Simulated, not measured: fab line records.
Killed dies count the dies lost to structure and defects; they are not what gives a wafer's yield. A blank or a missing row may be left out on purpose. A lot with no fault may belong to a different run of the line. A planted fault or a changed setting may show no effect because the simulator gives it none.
Problem report, 8D (eight disciplines) form, completed by code    flow sfq line    the parts of the form that need people (team, actions taken, sign-off) are left out

## 1. THE ISSUE
SFQ_TRILAYER_I1_CMP_CMP_046, time to endpoint s: mean 254 s over 1 wafer from 1 lot; wafers with no fault: 219 s, standard deviation 7.3. That is +4.8 standard deviations from the usual mean.
The step: polishes SiO2.
First observed at day 34 00:59: wafer L354.4, on cmp-01. The record holds 39 wafers of 13 lots with a number at this step. The rule behind "out" and "out of limits": a value lying over 4 standard deviations away from the usual mean. All remaining wafers that have a number are taken as sound.

## 2. WHAT IT IS AND WHAT IT IS NOT
question                     is                  is not
which readings at this step  time to endpoint s  head pressure psi, motor current A
which lots                   L354                L339, L340, L341, L342, L343, L344, L345, L346, L355, L357, L360, L362
which wafers of those lots   L354.4              L354.2, L354.3
read on which tools          cmp-01              cmp-02
when                         from day 34 00:59   up to then (26 sound wafers); but 12 sound wafers of L355, L357, L360, L362 came after

## 3. SUSPECTS, AND WHAT RULES EACH OUT
Counting: if a tool at a process step up to the reading ran every lot that is out, it stays a suspect. Sound lots after the first of them don't rule it out here, since some wafers of a struck lot are sound.
- cmp-01 at SFQ_TRILAYER_I1_CMP_CMP_046 (polishes SiO2): kept. It ran the lot that is out, L354 (day 34 00:59); its last sound lot up to then is L344 (day 29 03:13). Out on those wafers are its own readings of time to endpoint s.
- cmp-01, SFQ_TRILAYER_I1_CMP_CMP_046: wafers that are out in chamber 0, sound lot-mates in chambers 2, 3.
The count leaves cmp-01 at SFQ_TRILAYER_I1_CMP_CMP_046.

## 4. THE CAUSE (what the simulator had put in)
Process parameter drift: cmp-01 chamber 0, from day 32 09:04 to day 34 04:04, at SFQ_TRILAYER_I1_CMP_CMP_046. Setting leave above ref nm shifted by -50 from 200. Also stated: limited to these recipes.
Counting left only this tool.

## 5. SEQUENCE OF EFFECTS, ordered by route
Rows list readings where the struck wafers' mean (over those with a number) sits beyond 3 standard deviations from the usual. Only readings for which the record gives a usual standard deviation are gone through. hours: the time from each lot's start at the first step in this table that gives one to its start at this step, as a median over the lots. sigmas: the change in usual standard deviations.
hours  step                                   reading             usual       on struck wafers  change  sigmas
0      SFQ_TRILAYER_I1_CMP_CMP_046            time to endpoint s  219 s       254               +35     +4.8
3      SFQ_TRILAYER_I1_METRO_MEASURE_047      thk nm              200.2 nm    149.0             -51.2   -51
151    SFQ_TRILAYER_I1_VIA_ETCH_VIA_ETCH_052  oes product au      0.855 a.u.  0.731             -0.124  -25
It contains these process steps:
- SFQ_TRILAYER_I1_CMP_CMP_046: polishes SiO2.
- SFQ_TRILAYER_I1_METRO_MEASURE_047
- SFQ_TRILAYER_I1_VIA_ETCH_VIA_ETCH_052: etches SiO2 in CHF3, stops on Nb, target depth 260 nm.

## 6. HOW IT WOULD HAVE BEEN CAUGHT EARLIER
40 hours passed between the start of the fault at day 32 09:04 and the first reading out of limits in this record, taken at day 34 00:59.
